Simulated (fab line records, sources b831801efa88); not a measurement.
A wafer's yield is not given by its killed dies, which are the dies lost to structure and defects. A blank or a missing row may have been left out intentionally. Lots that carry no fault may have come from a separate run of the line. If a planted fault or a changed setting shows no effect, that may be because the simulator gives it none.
Which of the tools did it?    flow sky130    route of 708 steps, sampled at 1 step: 12 lots, 36 wafers

WHAT THE GAUGES READ, wafer by wafer
SKY_METAL2_OVL_MEAS_16. Usual: METAL2_OVL typically reads -1 nm, with standard deviation 5.7.
lot   measured      on          METAL2_OVL (nm)  flag
L121  day 35 04:33  overlay-01  2 0 6            
L122  day 36 01:30  overlay-02  0 -3 -1          
L123  day 36 05:21  overlay-01  -7 7 8           
L126  day 36 23:54  overlay-02  -4 -3 -7         
L132  day 39 01:42  overlay-01  3 10 6           
L131  day 39 03:31  overlay-01  3 8 11           
L139  day 42 00:06  overlay-01  -6 -7 -1         
L140  day 42 05:54  overlay-01  8 -1 10          
L141  day 42 08:13  overlay-02  1 -1 -3          
L143  day 42 11:54  overlay-01  11 3 3           
L142  day 42 14:31  overlay-01  -10 -8 -6        
L144  day 42 17:39  overlay-01  -4 2 -9          

WHICH TOOL RAN EACH LOT (tool, then ch and the chambers of the sampled wafers, then the start)
No process step before these readings appears in the record.

WHAT THE TOOLS THEMSELVES READ (means of the sampled wafers that have a number; where no wafer has one, the mark that the record gives instead)
The record holds no such reading with a usual standard deviation.

THE ANSWER, worked out from the rows above alone
Rule: a lot counts as off when the mean over its wafers that have a number is more than 3 standard deviations away from the usual mean. Also off: a lot with no number at a reading for which 4 or more lots have one. Any other lot the step has rows for is counted as sound. After the gauges, taken in route order, come the tools' own readings; for these a lot's mean is taken, as printed above. At the first step where some lot is off, the reading lying furthest off is the one used; lots without a number count as furthest.
No lot is off on any of the readings shown, so nothing can be concluded from this.

WHAT THE SIMULATOR PUT IN
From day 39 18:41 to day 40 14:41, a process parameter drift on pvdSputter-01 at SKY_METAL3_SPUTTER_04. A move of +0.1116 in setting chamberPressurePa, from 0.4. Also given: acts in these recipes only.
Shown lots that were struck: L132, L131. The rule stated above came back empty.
